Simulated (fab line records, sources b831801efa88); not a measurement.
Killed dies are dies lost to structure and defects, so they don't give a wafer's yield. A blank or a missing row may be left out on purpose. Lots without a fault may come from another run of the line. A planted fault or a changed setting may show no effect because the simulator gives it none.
A struck lot beside a sound one | flow sfq_line | 14 steps out of a route of 325
Sound: wafers L116.3, L116.4, L116.5. Struck: wafers L124.3, L124.5. (L124.4 of the same lot was not struck and is left out.) The cause comes at the end.
At each step with rows: each side's tool, then ch and its chambers, then its first start. Under that, the readings that differ: sound wafers | struck wafers | difference of the means | sigmas: that difference in standard deviations of wafers without a fault.
alike: readings whose means differ by less than 2 such deviations, and words and numbers that are the same on both sides. not compared: withheld readings, readings that some wafer has no value for, bounds like >300 that may hide the same value, and numbers for which the record gives no deviation and whose values overlap.
The two part at a step that has a row with sigmas, a row that says differs or no value, or rows on one side only. Numbers that don't overlap but have no deviation are shown without sigmas and don't part them. A reading that every wafer of one side lacks parts them only if that side has two wafers or more.

first, 2 steps without rows for these wafers: SFQ_TRILAYER_M5_LITHO_PEB_126 (peb time 60 s); SFQ_TRILAYER_M5_LITHO_DEVELOP_125 (time 60 s).
SFQ_M5_OVL_MEAS_932:
  sound on overlay-02, day 46 16:07; struck on overlay-02, day 48 23:13
  alike: M5_OVL
SFQ_TRILAYER_M5_BARC_OPEN_METAL_ETCH_161: etches BARC in O2, target depth 125 nm, time 41.7 s.
  sound on rie_metal-04 ch 0,1, day 46 16:09; struck on rie_metal-01 ch 1, day 48 23:15
  alike: drypump_motor_current_A, oes_product_au
  not compared: rf_hours_counter_h
SFQ_TRILAYER_M5_ETCH_METAL_ETCH_126: etches Nb in Cl2/BCl3, stops on SiO2, time 203.2 s, target depth 265 nm.
  sound on rie_metal-04 ch 0,1, day 46 16:16; struck on rie_metal-01 ch 1, day 48 23:22
  alike: drypump_motor_current_A, oes_product_au
  not compared: rf_hours_counter_h
then, 4 steps without rows for these wafers: SFQ_TRILAYER_M5_STRIP_STRIP_127 (strips in O2); SFQ_TRILAYER_M5_STRIP_SOLV_CLEAN_128 (cleans in NMP, time 600 s); SFQ_TRILAYER_A5B_DEP_PECVD_129 (deposits SiO2 from SiH4/N2O, time 133.33 s, target thk 600 nm); SFQ_TRILAYER_A5B_CMP_CMP_130 (polishes, stops on Nb, target thk 340.7 nm).
SFQ_TRILAYER_A5B_METRO_MEASURE_131:
  sound on film_metro-02, day 48 05:00; struck on film_metro-04, day 50 17:00
  alike: thk_nm
SFQ_TRILAYER_R5_DEP_SPUTTER_132: material Ti, target thk 5 nm, time 5 s.
  sound on pvd_sputter-05, day 48 05:48; struck on pvd_sputter-05, day 50 17:48
  alike: throttle_valve_pct
SFQ_TRILAYER_R5_DEP_SPUTTER_133: material MoNx, target thk 40 nm, time 66.7 s.
  sound on pvd_sputter-05, day 48 05:49; struck on pvd_sputter-05, day 50 17:49
  alike: throttle_valve_pct
SFQ_TRILAYER_R5_DEP_SPUTTER_134: material Ti, target thk 5 nm, time 5 s.
  sound on pvd_sputter-05, day 48 05:52; struck on pvd_sputter-05, day 50 17:52
  reading                                             | sound             | struck     | difference | sigmas
  model.Ti_of_TRILAYER_R5_DEP_SPUTTER_134.thk_nm (nm) | 5.053 4.935 4.906 | 1.86 1.844 | -3.11      |
  alike: throttle_valve_pct
SFQ_R5_RS_MEAS_933: measures by four-point-probe.
  sound on film_metro-04, day 48 05:56; struck on film_metro-03, day 50 17:56
  reading             | sound          | struck    | difference | sigmas
  R5_MONX_RS (ohm/sq) | 7.03 7.04 7.07 | 7.16 7.33 | +0.20      | +2

WHERE THEY PART
Only at SFQ_R5_RS_MEAS_933, within this record.

WHY: what the simulator had put in
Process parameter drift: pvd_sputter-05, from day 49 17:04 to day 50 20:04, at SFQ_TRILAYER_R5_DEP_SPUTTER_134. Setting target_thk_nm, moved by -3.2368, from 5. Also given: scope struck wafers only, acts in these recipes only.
